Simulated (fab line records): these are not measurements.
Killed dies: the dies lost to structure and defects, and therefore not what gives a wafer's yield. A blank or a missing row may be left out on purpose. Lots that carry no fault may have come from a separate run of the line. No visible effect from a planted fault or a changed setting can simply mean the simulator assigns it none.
fab line records | flow sfq-line
record: lots: 6 wafers: 18 last-day: 94
route steps=325 shown I1@87 M2@88 I2@103
lots that met no fault: taken from a fault-free run of the same line
start-h: hours from the record's first day to the start of the lot's first wafer shown | wait-h: how many hours have passed since the lot's step before this one | " repeats the value in the row above | L1.1+2: one row covering several wafers at once | - either no value or no given start | * or withheld: withheld | < > ~ a bound
route shown NAME@n: names a module that has steps shown in the file, with the first one's number in the route | usual: average and standard deviation across the fault-free wafers | same: alike in all rows | chamber/n: place in a boat | sites: each site's reading | _std_site: standard deviation across them | _edge_site: outer sites' mean less inner sites' | radius-mm: for every site, how far away it sits from the centre of the wafer | mask NAME#n: copy n | behind: tool/chamber where the wafer was last shaped | hold: reason for holding the lot/hours on hold/outcome of the hold | device: names the non-switching transistor (n, p or np) | end of line: tests of these same wafers at the route's end | where a step has no rows: the recipe by itself | killed: at the first sort, the dies lost to defects and structure; wafer yield is something else | map: shows each die of a wafer: x if killed, . if not, _ if none is there
set.NAME: the setting the step ran with; set.NAME@STEP: the setting that earlier step ran with | model.NAME: the simulator's own value behind a step, which no gauge read
certain route steps with their lots: each step a table, each wafer a row
services: the hour from which a tool's chamber was out of use, counted from the record's first day as start-h (under 0 if before that day), plus the number of hours and why
== steps ==
step: SFQ_TRILAYER_I1_VIA_STRIP_SOLV_CLEAN_054
recipe: chemistry: NMP temp-c: 70 time-s: 600
step: SFQ_TRILAYER_M2_DEP_PRE_CLEAN_056
recipe: gas: Ar time-s: 22.5 bias-v: 250
step: SFQ_TRILAYER_M2_DEP_SPUTTER_055
recipe: material: Nb base-pressure-pa: 1.33e-06 chamber-pressure-pa: 0.1333 substrate-temp-c: 20 resputter-cathode-voltage-v: 400 target-thk-nm: 200 power-w: 2000 time-s: 133.3
usual: throttle-valve-pct: 29.9/0.74
columns lot.wafer tool chamber start-h wait-h throttle-valve-pct
L651.1 pvd-sputter-03 - 333.85 0.0 29.3
L651.2 " - " " 30.2
L651.4 " - " " 29.3
L654.1 pvd-sputter-05 - 353.15 0.0 31.9
L654.2 " - " " 30.4
L654.4 " - " " 30.2
L657.1 pvd-sputter-05 - 378.35 0.0 31.7
L657.5 " - " " 30.3
L657.6 " - " " 29.5
L658.1 pvd-sputter-05 - 385.55 0.0 29.6
L658.3 " - " " 31.4
L658.4 " - " " 30.0
L669.1 pvd-sputter-03 - 509.69 0.0 29.8
L669.3 " - " " 29.7
L669.6 " - " " 30.2
L673.2 pvd-sputter-05 - 547.30 0.0 29.4
L673.3 " - " " 30.2
L673.6 " - " " 29.7
step: SFQ_M2_RS_MEAS_914
recipe: thk-meas-gauge: four-point-probe reads: Nb_of_TRILAYER_M2_DEP_SPUTTER_055
usual: M2_NB_RS: 0.892/0.01
columns lot.wafer tool chamber start-h wait-h M2_NB_RS[ohm/sq]
L651.1 film-metro-03 - 333.94 0.0 0.892
L651.2 " - " " 0.886
L651.4 " - " " 0.882
L654.1 film-metro-02 - 353.24 0.0 0.891
L654.2 " - " " 0.885
L654.4 " - " " 0.891
L657.1 film-metro-03 - 378.44 0.0 0.892
L657.5 " - " " 0.893
L657.6 " - " " 0.903
L658.1 film-metro-04 - 385.64 0.0 0.890
L658.3 " - " " 0.879
L658.4 " - " " 0.880
L669.1 film-metro-02 - 509.78 0.0 0.890
L669.3 " - " " 0.875
L669.6 " - " " 0.879
L673.2 film-metro-04 - 547.41 0.1 0.895
L673.3 " - " " 0.890
L673.6 " - " " 0.903
step: SFQ_TRILAYER_M2_LITHO_COAT_062
recipe: resist: BARC spin-rpm: 3000 resist-thk-nm: 62
step: SFQ_TRILAYER_M2_LITHO_COAT_057
recipe: resist: KrF spin-rpm: 3000 resist-thk-nm: 600
step: SFQ_TRILAYER_M2_LITHO_SOFTBAKE_061
recipe: temp-c: withheld time-s: withheld resist: KrF
step: SFQ_TRILAYER_M2_LITHO_EXPOSE_058
recipe: mask-id: M2 na: 0.6 source-shape: conventional sigma-outer: 0.65 target-cd-nm: 500 dose-mj: 14.4
step: SFQ_TRILAYER_M2_LITHO_PEB_060
recipe: peb-temp-c: 115 peb-time-s: 60 resist: KrF
step: SFQ_TRILAYER_M2_LITHO_DEVELOP_059
recipe: time-s: 60 resist: KrF
step: SFQ_M2_OVL_MEAS_916
usual: M2_OVL: -1/4.9
columns lot.wafer tool chamber start-h wait-h M2_OVL[nm]
L651.1 overlay-02 - 431.31 0.1 6
L651.2 " - " " 5
L651.4 " - " " 3
L654.1 overlay-02 - 457.51 0.1 4
L654.2 " - " " 2
L654.4 " - " " -1
L657.1 overlay-01 - 486.21 0.1 4
L657.5 " - " " 4
L657.6 " - " " 4
L658.1 overlay-02 - 492.21 0.1 -1
L658.3 " - " " 3
L658.4 " - " " 4
L669.1 overlay-02 - 617.39 0.1 1
L669.3 " - " " -9
L669.6 " - " " -7
L673.2 overlay-01 - 685.49 0.1 4
L673.3 " - " " 5
L673.6 " - " " 6
step: SFQ_TRILAYER_M2_BARC_OPEN_METAL_ETCH_077
recipe: mask-material: PR chemistry: O2 target-depth-nm: 125 target: BARC icp-w: 600 bias-w: 80 pressure-mtorr: 10 time-s: 41.7
usual: bias-w: 80.03/0.25 chamber-pressure-mTorr: 10.001/0.0094 drypump-motor-current-A: 5.7/0.49 oes-product-au: 0.685/0.0051
columns lot.wafer tool chamber start-h wait-h bias-w chamber-pressure-mTorr drypump-motor-current-A oes-product-au rf-hours-counter-h model.KrF_of_TRILAYER_M2_LITHO_COAT_057.thk-nm
L651.1 rie-metal-02 0 431.35 0.0 80.41 9.993 4.7 0.685 126 523.6
L651.2 " 1 " " 79.89 10.009 5.3 0.687 94 527.5
L651.4 " 0 " " 79.89 10.003 4.6 0.678 - 524.7
L654.1 rie-metal-03 1 457.55 0.0 80.11 10.012 5.8 0.685 72 525.3
L654.2 " 0 " " 79.67 9.991 5.9 0.693 33 524.9
L654.4 " 0 " " 80.00 10.003 5.9 0.681 - 524.9
L657.1 rie-metal-02 1 486.25 0.0 - - - - - 574.5
L657.5 " 0 " " - - - - - 574.9
L657.6 " 1 " " - - - - - 574.7
L658.1 rie-metal-03 1 492.25 0.0 - - - - - 573.3
L658.3 " 1 " " - - - - - 575.4
L658.4 " 0 " " - - - - - 572.9
L669.1 rie-metal-03 0 617.42 0.0 80.23 10.008 5.9 0.685 59 526.1
L669.3 " 0 " " 79.87 10.007 5.9 0.686 - 526.7
L669.6 " 1 " " 79.92 10.005 5.7 0.687 - 525.6
L673.2 rie-metal-03 1 685.52 0.0 79.90 10.005 5.7 0.684 107 523
L673.3 " 1 " " 80.15 9.999 5.8 0.692 - 523.1
L673.6 " 1 " " 79.77 10.000 5.7 0.686 - 523.5
step: SFQ_TRILAYER_M2_ETCH_METAL_ETCH_060
recipe: target: Nb stop-on: SiO2 mask-material: PR chemistry: Cl2/Ar target-depth-nm: 240 icp-w: 600 bias-w: 80 pressure-mtorr: 10 time-s: 120
usual: bias-w: 80.00/0.26 chamber-pressure-mTorr: 10.000/0.0088 drypump-motor-current-A: 5.7/0.5 oes-product-au: 0.894/0.0067
columns lot.wafer tool chamber start-h wait-h bias-w chamber-pressure-mTorr drypump-motor-current-A oes-product-au rf-hours-counter-h model.KrF_of_TRILAYER_M2_LITHO_COAT_057.thk-nm
L651.1 rie-metal-02 0 431.41 0.0 79.72 9.997 4.6 0.889 126 380.1
L651.2 " 1 " " 80.40 10.002 5.3 0.900 94 385.5
L651.4 " 0 " " 79.68 10.002 4.6 0.899 - 381.8
L654.1 rie-metal-03 1 457.61 0.0 80.13 10.000 5.7 0.890 72 384.6
L654.2 " 0 " " 79.98 9.994 5.9 0.899 33 383.1
L654.4 " 0 " " 80.04 10.006 5.9 0.896 - 382.8
L657.1 rie-metal-02 1 486.31 0.0 80.51 9.988 5.2 0.385 104 433.6
L657.5 " 0 " " 79.75 9.996 4.6 0.377 - 431.7
L657.6 " 1 " " 80.31 9.998 5.2 0.379 - 433.7
L658.1 rie-metal-03 1 492.31 0.0 80.26 9.999 5.7 0.374 78 431.2
L658.3 " 1 " " 80.44 9.997 5.7 0.376 - 434.4
L658.4 " 0 " " 80.47 10.009 5.9 0.376 - 430.7
L669.1 rie-metal-03 0 617.48 0.0 79.74 10.007 5.9 0.896 59 387.1
L669.3 " 0 " " 79.54 9.992 5.9 0.898 - 387.6
L669.6 " 1 " " 80.12 10.001 5.7 0.897 - 384.6
L673.2 rie-metal-03 1 685.58 0.0 80.28 9.995 5.7 0.892 107 383.1
L673.3 " 1 " " 80.08 10.000 5.7 0.902 - 382.5
L673.6 " 1 " " 79.82 9.995 5.7 0.889 - 382.1
step: SFQ_TRILAYER_M2_STRIP_STRIP_061
recipe: gas: O2 power-w: 200 platen-temp-c: 40 overash-fraction: 0.65 chemistry: O2 pressure-mtorr: 50
usual: drypump-motor-current-A: 5.7/0.5 oes-product-au: 1.000/0.0084
same: overash-fraction: 0.65
columns lot.wafer tool chamber start-h wait-h drypump-motor-current-A oes-product-au rf-hours-counter-h
L651.1 rie-metal-02 0 431.53 0.1 4.6 1.007 127
L651.2 " 1 " " 5.3 1.011 94
L651.4 " 0 " " 4.6 1.005 -
L654.1 rie-metal-03 1 457.73 0.1 5.7 0.999 72
L654.2 " 0 " " 5.9 0.997 33
L654.4 " 0 " " 5.9 1.002 -
L657.1 rie-metal-02 1 486.43 0.1 5.3 0.992 105
L657.5 " 0 " " 4.6 1.015 -
L657.6 " 1 " " 5.2 0.992 -
L658.1 rie-metal-03 1 492.43 0.1 5.8 0.982 78
L658.3 " 1 " " 5.7 0.992 -
L658.4 " 0 " " 5.9 0.996 -
L669.1 rie-metal-03 0 617.61 0.1 5.9 0.989 59
L669.3 " 0 " " 5.9 0.994 -
L669.6 " 1 " " 5.7 0.999 -
L673.2 rie-metal-03 1 685.71 0.1 5.7 0.996 107
L673.3 " 1 " " 5.7 1.006 -
L673.6 " 1 " " 5.7 0.988 -
step: SFQ_TRILAYER_M2_STRIP_SOLV_CLEAN_062
recipe: chemistry: NMP temp-c: 70 time-s: 600
step: SFQ_TRILAYER_I2_DEP_PECVD_063
recipe: material: SiO2 temp-c: 150 time-s: 111.11 pressure-torr: 2.4 rf-w: 183.3 precursor: SiH4/N2O target-thk-nm: 500
usual: heater-power-outer-w: 33/12 heater-power-w: 89/19 susceptor-temp-C: 150.01/0.14 throttle-valve-pct: 25.3/0.85
columns lot.wafer tool chamber start-h wait-h heater-power-outer-w heater-power-w since-wet-clean-h susceptor-temp-C throttle-valve-pct
L651.1 pecvd-03 1 432.31 0.0 41 100 977 149.99 26.4
L651.2 " 0 " " 52 115 977 150.02 25.3
L651.4 " 0 " " 55 122 - 150.13 25.1
L654.1 pecvd-03 0 458.51 0.0 51 121 1003 150.20 25.3
L654.2 " 2 " " 36 100 1003 149.81 25.9
L654.4 " 1 " " 38 95 - 149.91 26.4
L657.1 pecvd-03 2 487.22 0.0 33 98 1032 150.00 25.7
L657.5 " 1 " " 29 84 - 150.10 26.1
L657.6 " 0 " " 42 106 - 150.07 25.1
L658.1 pecvd-04 1 493.21 0.0 27 74 654 150.10 25.4
L658.3 " 0 " " 33 99 654 150.03 23.9
L658.4 " 2 " " 19 64 - 149.92 24.5
L669.1 pecvd-03 1 618.38 0.0 31 86 1163 150.18 26.4
L669.3 " 1 " " 34 91 - 150.28 26.6
L669.6 " 0 " " 48 108 - 149.99 25.1
L673.2 pecvd-04 2 686.48 0.0 21 64 848 150.08 24.9
L673.3 " 0 " " 34 101 848 150.05 24.5
L673.6 " 0 " " 21 84 - 149.94 24.3
step: SFQ_TRILAYER_I2_CMP_CMP_064
recipe: material: SiO2 down-force-psi: 3 platen-rpm: 60 pad-velocity-m-s: 0.94248
usual: motor-current-A: 10.2/0.9 time-to-endpoint-s: 216/8.5
columns lot.wafer tool chamber start-h wait-h motor-current-A time-to-endpoint-s
L651.1 cmp-02 1 436.02 3.7 10.8 217
L651.2 " 2 " " 8.9 217
L651.4 " 3 " " 10.7 219
L654.2 cmp-02 1 466.52 8.0 10.5 217
L654.1 " 2 " " 9.1 225
L654.4 " 3 " " 10.7 226
L657.1 cmp-02 3 496.31 9.1 10.5 207
L657.6 " 1 497.31 10.0 11.1 211
L657.5 " 2 " " 8.8 228
L658.4 cmp-01 2 504.14 10.8 10.3 221
L658.3 " 3 " " 10.4 206
L658.1 " 0 " " 8.6 219
L669.3 cmp-01 0 625.62 7.2 8.5 204
L669.1 " 1 " " 11.9 206
L669.6 " 2 " " 10.2 217
L673.3 cmp-01 0 687.56 1.0 9.4 212
L673.2 " 1 " " 11.8 209
L673.6 " 2 " " 9.6 229
step: SFQ_I2_BOW_MEAS_917
recipe: mode: bow
usual: I2_BOW: 1/8.6
columns lot.wafer tool chamber start-h wait-h I2_BOW[um]
L651.1 film-metro-01 - 439.02 2.5 -3
L651.2 " - " " 9
L651.4 " - " " -4
L654.1 film-metro-02 - 469.02 1.5 3
L654.2 " - " " 7
L654.4 " - " " 4
L657.1 film-metro-04 - 498.31 1.5 -11
L657.5 " - " " -9
L657.6 " - " " 9
L658.1 film-metro-04 - 507.14 1.5 -4
L658.3 " - " " -1
L658.4 " - " " -13
L669.1 film-metro-01 - 627.62 1.0 -12
L669.3 " - " " 3
L669.6 " - " " -1
L673.2 film-metro-01 - 689.58 1.0 28
L673.3 " - " " 19
L673.6 " - " " 7
step: SFQ_TRILAYER_I2_METRO_MEASURE_065
usual: thk-nm: 200.4/1.2
columns lot.wafer tool chamber start-h wait-h thk-nm
L651.1 film-metro-01 - 439.14 0.1 201.0
L651.2 " - " " 201.3
L651.4 " - " " 201.4
L654.1 film-metro-02 - 469.14 0.1 201.7
L654.2 " - " " 199.8
L654.4 " - " " 200.1
L657.1 film-metro-04 - 498.43 0.1 198.5
L657.5 " - " " 200.4
L657.6 " - " " 198.8
L658.1 film-metro-04 - 507.26 0.1 198.9
L658.3 " - " " 198.5
L658.4 " - " " 201.2
L669.1 film-metro-01 - 627.74 0.1 199.6
L669.3 " - " " 199.2
L669.6 " - " " 200.3
L673.2 film-metro-01 - 689.88 0.3 200.8
L673.3 " - " " 200.3
L673.6 " - " " 201.7
step: SFQ_TRILAYER_I2_VIA_LITHO_COAT_072
recipe: resist: BARC spin-rpm: 3000 resist-thk-nm: 62
step: SFQ_TRILAYER_I2_VIA_LITHO_COAT_067
recipe: resist: KrF spin-rpm: 3000 resist-thk-nm: 650
step: SFQ_TRILAYER_I2_VIA_LITHO_SOFTBAKE_071
recipe: temp-c: withheld time-s: withheld resist: KrF
step: SFQ_TRILAYER_I2_VIA_LITHO_EXPOSE_068
recipe: mask-id: I2 na: 0.6 source-shape: conventional sigma-outer: 0.65 target-cd-nm: 500 dose-mj: 21.3
usual: exposure-dose-mJ-cm2: 21.299/0.018 focus-offset-nm: 0.1/0.53
columns lot.wafer tool chamber start-h wait-h mask exposure-dose-mJ-cm2 focus-offset-nm
L651.1 krf-scanner-01 0 497.74 - I2#0 21.280 -0.6
L651.2 " 0 " " I2#0 21.283 0.2
L651.4 " 0 " " I2#0 21.289 0.1
L654.1 krf-scanner-01 0 527.74 - I2#0 21.297 -0.7
L654.2 " 0 " " I2#0 21.339 0.0
L654.4 " 0 " " I2#0 21.321 0.1
L657.1 krf-scanner-01 - 561.10 - I2#0 - -
L657.5 " - " " I2#0 - -
L657.6 " - " " I2#0 - -
L658.1 krf-scanner-01 - 581.47 - I2#0 - -
L658.3 " - " " I2#0 - -
L658.4 " - " " I2#0 - -
L669.1 krf-scanner-01 0 687.39 - I2#0 21.316 0.5
L669.3 " 0 " " I2#0 21.313 0.7
L669.6 " 0 " " I2#0 21.285 -0.2
L673.2 krf-scanner-01 0 723.39 - I2#0 21.295 0.1
L673.3 " 0 " " I2#0 21.297 0.0
L673.6 " 0 " " I2#0 21.275 -1.0
step: SFQ_TRILAYER_I2_VIA_LITHO_PEB_070
recipe: peb-temp-c: 115 peb-time-s: 60 resist: KrF
== services ==
columns tool chamber start-h hours kind
film-metro-01 - 326.29 1.4 pm
film-metro-01 - 338.31 0.5 pm
krf-scanner-01 - 348.72 4.4 pm
cmp-02 - 357.25 2.1 repair
krf-scanner-01 - 369.90 1.0 pm
rie-metal-02 1 386.16 1.8 repair
krf-scanner-01 - 409.13 2.1 repair
krf-scanner-01 - 460.91 0.2 repair
krf-scanner-01 - 474.84 1.3 pm
krf-scanner-01 - 487.37 0.7 repair
rie-metal-03 - 507.09 1.4 pm
krf-scanner-01 - 532.54 3.6 pm
krf-scanner-01 - 538.50 1.0 pm
pecvd-03 2 543.05 9.3 repair
rie-metal-03 - 561.09 14.6 pm
krf-scanner-01 - 562.30 0.8 pm
krf-scanner-01 - 566.65 4.0 pm
krf-scanner-01 - 570.67 7.2 pm
pecvd-03 2 608.65 31.0 repair
krf-scanner-01 - 656.51 0.4 repair
krf-scanner-01 - 662.62 0.7 repair
krf-scanner-01 - 675.29 1.3 pm
pecvd-03 - 701.09 5.0 repair
krf-scanner-01 - 707.79 1.0 pm
== key ==
first-sign: step: SFQ_TRILAYER_M2_BARC_OPEN_METAL_ETCH_077 reading: tool-record direction: missing
effect: step: SFQ_TRILAYER_M2_ETCH_METAL_ETCH_060 reading: oes-product-au direction: down sigmas: 77 usual: 0.894 struck: 0.378
effect: step: SFQ_TRILAYER_I2_VIA_LITHO_EXPOSE_068 reading: tool-record direction: missing
model-effect: step: SFQ_TRILAYER_M2_BARC_OPEN_METAL_ETCH_077 value: KrF_of_TRILAYER_M2_LITHO_COAT_057.thk-nm without: 522.6 struck: 574.3
model-effect: step: SFQ_TRILAYER_M2_ETCH_METAL_ETCH_060 value: KrF_of_TRILAYER_M2_LITHO_COAT_057.thk-nm without: 380.8 struck: 432.5
met-at SFQ_TRILAYER_M2_BARC_OPEN_METAL_ETCH_077
struck-wafers L657.1,L657.5,L657.6,L658.1,L658.3,L658.4
onset-between 457.55 486.25
fault: kind: skipped-step-whole tool: rie-metal-02,rie-metal-03 chamber: - onset-h: 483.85 steps: SFQ_TRILAYER_M2_BARC_OPEN_METAL_ETCH_077 scope: struck-lots-only
